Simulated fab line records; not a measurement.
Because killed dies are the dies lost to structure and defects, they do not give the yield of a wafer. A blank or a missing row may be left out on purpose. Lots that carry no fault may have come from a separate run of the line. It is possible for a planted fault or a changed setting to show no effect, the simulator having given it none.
Chamber matching :: flow sky130 :: 4 sister chambers for SKY_POLY_GATE_ETCH_15 on rieDiel-02
The step etches BARC in N2/H2, stops on SiO2, time 118.5 s, target depth 110 nm. 4 wafers are shown with their chamber, then 6 later ones without.

## WAFERS PAIRED WITH THEIR CHAMBERS
wafer: L538.4
chamber: 1
drypumpMotorCurrentA (A): 5.5

wafer: L542.5
chamber: 0
drypumpMotorCurrentA (A): 5.2

wafer: L547.5
chamber: 2
drypumpMotorCurrentA (A): 6.4

wafer: L547.6
chamber: 3
drypumpMotorCurrentA (A): 6.0

## WAFERS WITHOUT THEIR CHAMBER
wafer: L549.1
drypumpMotorCurrentA (A): 5.5

wafer: L549.3
drypumpMotorCurrentA (A): 5.2

wafer: L549.4
drypumpMotorCurrentA (A): 6.0

wafer: L555.1
drypumpMotorCurrentA (A): 5.3

wafer: L555.3
drypumpMotorCurrentA (A): 6.4

wafer: L555.6
drypumpMotorCurrentA (A): 6.0

## CHAMBER TAKEN BY EACH
wafer: L549.1
from the rows above: 1
in truth: 1

wafer: L549.3
from the rows above: 0
in truth: 0

wafer: L549.4
from the rows above: 3
in truth: 3

wafer: L555.1
from the rows above: 0
in truth: 0

wafer: L555.3
from the rows above: 2
in truth: 2

wafer: L555.6
from the rows above: 3
in truth: 3
Placed correctly: 6 of 6. Can't be placed from these rows: 0. Number placed wrongly: 0.
How it was worked out, from the rows above alone: a wafer's distance from a chamber is the root of the sum, over the readings, of the square of ((its reading less the chamber's mean) divided by the reading's scatter). The wafer belongs to the nearest chamber; if the next one is less than 2 further off, it can't be placed. Each chamber's mean is taken over the wafers shown for it. The scatter (one wafer shown for each chamber): square how far every hidden wafer sits from the nearest shown wafer, average those squares and take the square root.
